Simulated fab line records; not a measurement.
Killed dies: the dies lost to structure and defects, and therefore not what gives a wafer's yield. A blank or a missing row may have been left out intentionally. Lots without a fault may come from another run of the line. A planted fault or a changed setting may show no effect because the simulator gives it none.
fab line records | flow sky130 | part 2 of 2: steps 43 to 43 of 43
record lots=6 wafers=18 lastDay=50
route steps=708 shown LDD_LDN@294 SPACER@304 POLY_CUT@307 SD_P@320 RES_XHIGH@332 PAD_OPEN@708
lots with no fault: from the same line, run without faults
startH: hours from the record's opening day to when the first of the lot's shown wafers began | waitH: hours since the lot's step before | " repeats the value in the row above | L1.1+2: a row that stands for several wafers | - no value present, or no start provided | * or withheld: withheld | < > ~ a bound
route shown NAME@n: names a module that has steps shown in the file, with the first one's number in the route | usual: mean and standard deviation over wafers with no fault | same: alike in all rows | chamber/n: place in a boat | sites: each site's reading | _std_site: standard deviation of those values | _edge_site: outer sites' mean less inner sites' | radiusMm: how far each site lies from the wafer's centre | mask NAME#n: copy n | behind: the tool/chamber that last shaped the wafer | hold: why the lot went on hold/how many hours it stayed there/how the hold came to an end | device: whichever transistor did not switch (one of n, p or np) | end of line: the same wafers' tests at the end of the route | a step given without rows: its recipe and nothing more | killed: not the wafer's yield, but the dies lost to structure and defects at the first sort | map: a wafer's dies, x killed, . not, _ none there
set.NAME: setting as actually run; set.NAME@STEP: the setting as run at that earlier step | model.NAME: the simulator's own value behind a step, which no gauge read
lots seen at some steps along the route; tables by step, rows by wafer
services: from which hour (startH, from the record's first day; less than 0 if before it) a tool's chamber was out of use, for how many hours, and why
## steps
# step SKY_PAD_OPEN_PROBE_99
# usual killed_at_M0_to_M3=42/6.3 killed_at_M4_up=3.2/1.9 killedAtContacts=24/5.8 killedAtFrontEnd=15/4.3 killedAtOther=0.2/0.62 killedDies=85/9.3 killedOpen=46/6.8 killedShort=38/6.1
# same grossDies=492 killedAtBackSide=0
# columns lot.wafer tool chamber startH waitH hold killed_at_M0_to_M3 killed_at_M4_up killedAtContacts killedAtFrontEnd killedAtOther killedDies killedOpen killedShort
L591.2 prober-02 - 1064.32 0.1 - 34 4 17 15 0 70 38 32
L591.3 prober-02 - 1064.37 0.2 - 56 0 26 12 0 94 61 33
L591.4 prober-02 - 1064.42 0.2 - 40 4 33 11 0 88 48 40
L594.1 prober-01 - 1083.05 0.1 - 42 5 32 14 0 93 50 43
L594.3 prober-01 - 1083.15 0.2 - 40 2 17 11 0 70 44 26
L594.6 prober-01 - 1083.30 0.2 - 58 1 26 18 2 105 57 48
L603.1 prober-02 - 1139.44 0.1 awaitDispo/4.2h/release 36 3 18 60 1 118 42 29
L603.4 prober-02 - 1139.59 0.2 awaitDispo/4.2h/release 42 4 12 80 0 138 39 30
L603.5 prober-02 - 1139.64 0.2 awaitDispo/4.2h/release 33 3 19 90 0 145 47 24
L604.1 prober-01 - 1146.38 0.1 awaitDispo/7.3h/release 35 5 14 84 0 138 38 33
L604.3 prober-01 - 1146.48 0.2 awaitDispo/7.3h/release 41 0 27 50 1 119 56 28
L604.4 prober-01 - 1146.53 0.2 awaitDispo/7.3h/release 38 1 19 85 0 143 41 30
L606.1 prober-01 - 1177.39 0.1 - 54 2 24 21 0 101 60 40
L606.4 prober-01 - 1177.54 0.2 - 52 1 29 19 0 101 50 50
L606.6 prober-01 - 1177.64 0.2 - 40 4 24 22 0 90 44 44
L613.1 prober-02 - 1189.74 0.1 - 38 2 30 13 0 83 44 39
L613.4 prober-02 - 1189.89 0.2 - 36 3 32 23 0 94 54 39
L613.6 prober-02 - 1189.99 0.2 - 46 0 37 9 0 92 45 47
# killed by level:class
L591.2 VIA1:geometricParticle:open=8 FIELD_ISO:geometricParticle:open=7 METAL2:geometricParticle:short=6 LI_CONTACT:geometricParticle:open=5 CONTACT:geometricParticle:open=5 VIA3:geometricParticle:open=4 FIELD_ISO:geometricParticle:short=3 CONTACT:geometricParticle:short=3
L591.3 VIA1:geometricParticle:open=17 VIA2:geometricParticle:open=13 LI_CONTACT:geometricParticle:open=10 VIA3:geometricParticle:open=8 LI_CONTACT:geometricParticle:short=5 METAL1:geometricParticle:short=5 POLY_GATE:geometricParticle:short=4 CONTACT:geometricParticle:open=4
L591.4 CONTACT:geometricParticle:open=13 VIA1:geometricParticle:open=11 LI_CONTACT:geometricParticle:open=9 VIA3:geometricParticle:open=8 FIELD_ISO:geometricParticle:short=6 LOCAL_INTERCONNECT:geometricParticle:short=6 VIA2:geometricParticle:open=5 POLY_GATE:geometricParticle:short=4
L594.1 CONTACT:geometricParticle:open=16 VIA1:geometricParticle:open=15 METAL1:geometricParticle:short=11 CONTACT:geometricParticle:short=6 LI_CONTACT:geometricParticle:open=5 VIA3:geometricParticle:open=5 METAL4:geometricParticle:short=5 LI_CONTACT:geometricParticle:short=4
L594.3 VIA2:geometricParticle:open=9 CONTACT:geometricParticle:open=8 METAL2:geometricParticle:short=6 VIA1:geometricParticle:open=6 LI_CONTACT:geometricParticle:open=5 FIELD_ISO:geometricParticle:open=4 VIA2:geometricParticle:short=4 VIA1:geometricParticle:short=3
L594.6 VIA1:geometricParticle:open=13 VIA3:geometricParticle:open=9 CONTACT:geometricParticle:open=8 LI_CONTACT:geometricParticle:open=7 FIELD_ISO:geometricParticle:open=6 METAL1:geometricParticle:short=6 VIA2:geometricParticle:open=6 LOCAL_INTERCONNECT:geometricParticle:short=5
L603.1 SPACER:unspecified=43 VIA1:geometricParticle:open=10 CONTACT:geometricParticle:open=8 METAL1:geometricParticle:short=6 VIA2:geometricParticle:open=6 POLY_GATE:geometricParticle:short=5 LI_CONTACT:geometricParticle:open=4 FIELD_ISO:geometricParticle:short=3
L603.4 SPACER:unspecified=68 VIA2:geometricParticle:open=9 VIA1:geometricParticle:open=7 VIA3:geometricParticle:open=6 METAL1:geometricParticle:short=5 VIA1:geometricParticle:short=5 POLY_GATE:geometricParticle:open=4 CONTACT:geometricParticle:open=4
L603.5 SPACER:unspecified=71 VIA2:geometricParticle:open=9 CONTACT:geometricParticle:open=8 VIA1:geometricParticle:open=7 POLY_GATE:geometricParticle:open=5 LI_CONTACT:geometricParticle:open=5 METAL1:geometricParticle:short=5 FIELD_ISO:geometricParticle:short=4
L604.1 SPACER:unspecified=66 CONTACT:geometricParticle:open=10 FIELD_ISO:geometricParticle:short=7 VIA1:geometricParticle:open=7 VIA1:geometricParticle:short=6 FIELD_ISO:geometricParticle:open=4 METAL1:geometricParticle:short=4 VIA2:geometricParticle:open=4
L604.3 SPACER:unspecified=35 CONTACT:geometricParticle:open=12 LI_CONTACT:geometricParticle:open=9 VIA1:geometricParticle:open=9 VIA2:geometricParticle:open=7 FIELD_ISO:geometricParticle:open=6 VIA1:geometricParticle:short=6 VIA3:geometricParticle:open=6
L604.4 SPACER:unspecified=72 VIA1:geometricParticle:open=12 METAL1:geometricParticle:short=6 LI_CONTACT:geometricParticle:open=5 VIA2:geometricParticle:open=5 CONTACT:geometricParticle:open=5 FIELD_ISO:geometricParticle:open=4 CONTACT:geometricParticle:short=4
L606.1 VIA1:geometricParticle:open=18 VIA3:geometricParticle:open=10 CONTACT:geometricParticle:open=9 FIELD_ISO:geometricParticle:short=6 POLY_GATE:geometricParticle:open=5 METAL1:geometricParticle:short=5 LI_CONTACT:geometricParticle:open=5 CONTACT:geometricParticle:short=5
L606.4 CONTACT:geometricParticle:open=10 METAL1:geometricParticle:short=10 VIA2:geometricParticle:open=8 POLY_GATE:geometricParticle:short=7 LI_CONTACT:geometricParticle:open=7 VIA1:geometricParticle:open=7 VIA3:geometricParticle:short=7 VIA3:geometricParticle:open=7
L606.6 LI_CONTACT:geometricParticle:open=7 POLY_GATE:geometricParticle:short=6 CONTACT:geometricParticle:open=6 METAL2:geometricParticle:short=6 METAL1:geometricParticle:short=6 VIA1:geometricParticle:open=6 FIELD_ISO:geometricParticle:short=5 FIELD_ISO:geometricParticle:open=5
L613.1 CONTACT:geometricParticle:open=11 METAL1:geometricParticle:short=9 LI_CONTACT:geometricParticle:open=7 VIA1:geometricParticle:open=5 VIA3:geometricParticle:open=5 POLY_GATE:geometricParticle:short=4 LOCAL_INTERCONNECT:geometricParticle:short=4 FIELD_ISO:geometricParticle:short=3
L613.4 CONTACT:geometricParticle:open=12 LI_CONTACT:geometricParticle:open=10 FIELD_ISO:geometricParticle:open=9 VIA1:geometricParticle:open=8 VIA1:geometricParticle:short=7 FIELD_ISO:geometricParticle:short=6 METAL1:geometricParticle:short=5 METAL2:geometricParticle:short=5
L613.6 CONTACT:geometricParticle:short=10 LI_CONTACT:geometricParticle:open=9 CONTACT:geometricParticle:open=9 VIA2:geometricParticle:open=9 VIA3:geometricParticle:open=8 METAL2:geometricParticle:short=7 VIA1:geometricParticle:open=7 LI_CONTACT:geometricParticle:short=5
# map L603.5 (x killed, . not)
__________......x..x_________
________.....x..x...x._______
______x...x.x.x......x.._____
_____..........x.x.......____
____.......x............x.___
___...x.xxx.............x..__
__xxxx.xx..........x..x....._
_xxxxxxxxx..x......x....xx..x
_xxxxxxxxxx.x.....x.x........
_xxxxxxxxx..............x.x..
_xxxxxxxxxx................xx
_xxxxxxxxxx...xxxxx..........
_.xxxxxxxxx.......x..........
_.xxxxxxx........x.x..x.x....
_..x.xxx..x..x.x.............
__.......x........x.....xxx._
___.x......x..x..x...x..x..__
____..........x....x......___
_____x........x........x.____
______...x..........xx.._____
________.x.......x..x._______
__________..xx.x...._________
# map L604.4 (x killed, . not)
__________......x..._________
________......x......._______
______.......xx.x......x_____
_____...x.x...x.........x____
____..........x.......x...___
___..x..........x.x....x.xx__
__.....xxxxx.....x.xxxx....x_
_..x..x...x.....x.xxxxxxxx...
_.......x....x..xxxxxxxxxxx..
_.x...x........xxxxxxxxxxx...
_...............xxxxxxxxxx...
_.x.......xx...xxxxxxxxxxx...
_x...........x.xxxxxxxxxxx...
_xx..x........x.x.xxxxxxx....
_.x........x..x.......x....x.
__.................x..x....._
___...x.........x.......x.x__
____xx........x..........x___
_____.x.x........xxx.....____
______x....x....x....x.._____
________.x............_______
__________.x..x....._________
## services
# columns tool chamber startH hours kind
rieDiel-03 1 503.65 23.2 repair
plasmaAsher-02 - 514.37 0.4 repair
plasmaAsher-04 - 523.65 2.8 pm
rieDiel-04 - 556.45 0.7 repair
plasmaAsher-03 - 565.25 7.8 pm
rieDiel-03 0 568.02 10.1 repair
rieDiel-03 3 570.14 9.3 repair
rieDiel-03 1 570.46 2.8 repair
plasmaAsher-02 - 575.91 2.8 pm
plasmaAsher-02 - 583.69 1.3 repair
plasmaAsher-01 - 596.66 2.8 pm
rieDiel-03 1 602.88 14.8 repair
plasmaAsher-02 - 624.75 4.5 repair
rieDiel-03 1 644.66 34.4 repair
rieDiel-03 3 648.72 22.8 repair
rieDiel-03 3 686.25 5.6 repair
rieDiel-03 0 691.78 2.7 repair
rieDiel-03 1 711.09 3.8 repair
plasmaAsher-04 - 717.00 14.6 pm
plasmaAsher-03 - 725.31 4.1 repair
plasmaAsher-03 - 733.75 9.0 pm
rieDiel-04 3 744.18 14.1 repair
plasmaAsher-01 - 746.49 15.6 pm
rieDiel-04 - 754.94 2.2 repair
## key
firstSign step=SKY_PAD_OPEN_PROBE_99 reading=killedAtFrontEnd direction=up sigmas=14 usual=15 struck=75
effect step=SKY_PAD_OPEN_PROBE_99 reading=killedDies direction=up sigmas=5.3 usual=85 struck=134
metAt SKY_SPACER_ETCHBACK_02
struckWafers L603.1,L603.4,L603.5,L604.1,L604.3,L604.4
testerLeftOut L603,L604
onsetBetween 547.95 632.75
alsoFits SKY_POLY_CUT_ETCH_10:rieDiel-04,SKY_POLY_CUT_ETCH_11:rieDiel-04,SKY_SD_P_STRIP_10:plasmaAsher-03
fault kind=chamberParticleSource tool=rieDiel-03 chamber=- onsetH=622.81 steps=SKY_SPACER_ETCHBACK_02 ratePerVisitCm2=2.0668 endH=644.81
# testerLeftOut: of these lots the tester's yield and bins aren't shown, on N5 and GAA mostly nor the transistor test; their killed dies are dies lost to structure and defects alone, not to doping, threshold or leakage, so they don't give the yield
